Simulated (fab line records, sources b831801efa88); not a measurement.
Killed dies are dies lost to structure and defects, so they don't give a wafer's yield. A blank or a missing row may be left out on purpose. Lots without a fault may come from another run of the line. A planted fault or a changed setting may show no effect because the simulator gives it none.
Which tool did it? | flow sky130 | 14 lots, 42 wafers sampled, at 1 step of a route of 708

WHAT THE GAUGES READ, wafer by wafer
SKY_VT_ADJUST_NCORE_CD_MEAS_07: target cd 380 nm.
lot  | measured     | on        | cd_nm (nm)
L804 | day 9 20:56  | cd_sem-02 | 384.4 384.2 384.0
L807 | day 9 21:50  | cd_sem-01 | 377.0 378.3 379.6
L803 | day 9 22:57  | cd_sem-01 | 383.4 383.7 381.4
L805 | day 9 23:51  | cd_sem-01 | 369.3 372.2 374.3
L812 | day 11 13:23 | cd_sem-02 | 376.5 375.9 377.0
L813 | day 11 15:32 | cd_sem-01 | 379.6 378.2 378.7
L815 | day 12 04:29 | cd_sem-02 | 376.4 375.9 379.1
L817 | day 12 22:22 | cd_sem-01 | 378.9 378.8 379.3
L818 | day 13 04:35 | cd_sem-02 | 379.9 379.4 380.3
L821 | day 14 07:02 | cd_sem-01 | 378.0 377.3 378.3
L822 | day 14 13:54 | cd_sem-02 | 375.2 378.0 376.3
L823 | day 14 22:01 | cd_sem-01 | 383.4 382.0 381.8
L825 | day 15 10:36 | cd_sem-02 | 379.0 380.0 379.5
L826 | day 15 16:07 | cd_sem-02 | 382.9 382.3 380.6

WHICH TOOL RAN EACH LOT (tool, then ch and the chambers of the sampled wafers, then the start)
The record holds no process step before these readings.

WHAT THE TOOLS THEMSELVES READ (means of the sampled wafers that have a number; where no wafer has one, the mark that the record gives instead)
The record holds no such reading with a usual standard deviation.

THE ANSWER, worked out from the rows above alone
Rule: what is usual is taken from the lots themselves. Put in order of their means at a reading, lots are off if they are a third of the lots or fewer, leave a main group of 4 or more, and stand apart from it by a gap of 3 or more times the standard deviation of the main group's means; of several such gaps the widest counts. A main group whose means are all the same, to the digits that the tables above print for the reading, isn't used. A lot without any number at a reading at which 4 lots or more have one is off too. The other lots that the step has rows for count as sound. The gauges are gone through in route order, then the tools' own readings, and for those a lot's mean is taken as printed above. The first step at which some lot is off is used, and at that step the reading that is off furthest; a lot without a number counts as furthest.
No lot is off at any reading shown: from this, nothing can be told.

WHAT THE SIMULATOR HAD PUT IN
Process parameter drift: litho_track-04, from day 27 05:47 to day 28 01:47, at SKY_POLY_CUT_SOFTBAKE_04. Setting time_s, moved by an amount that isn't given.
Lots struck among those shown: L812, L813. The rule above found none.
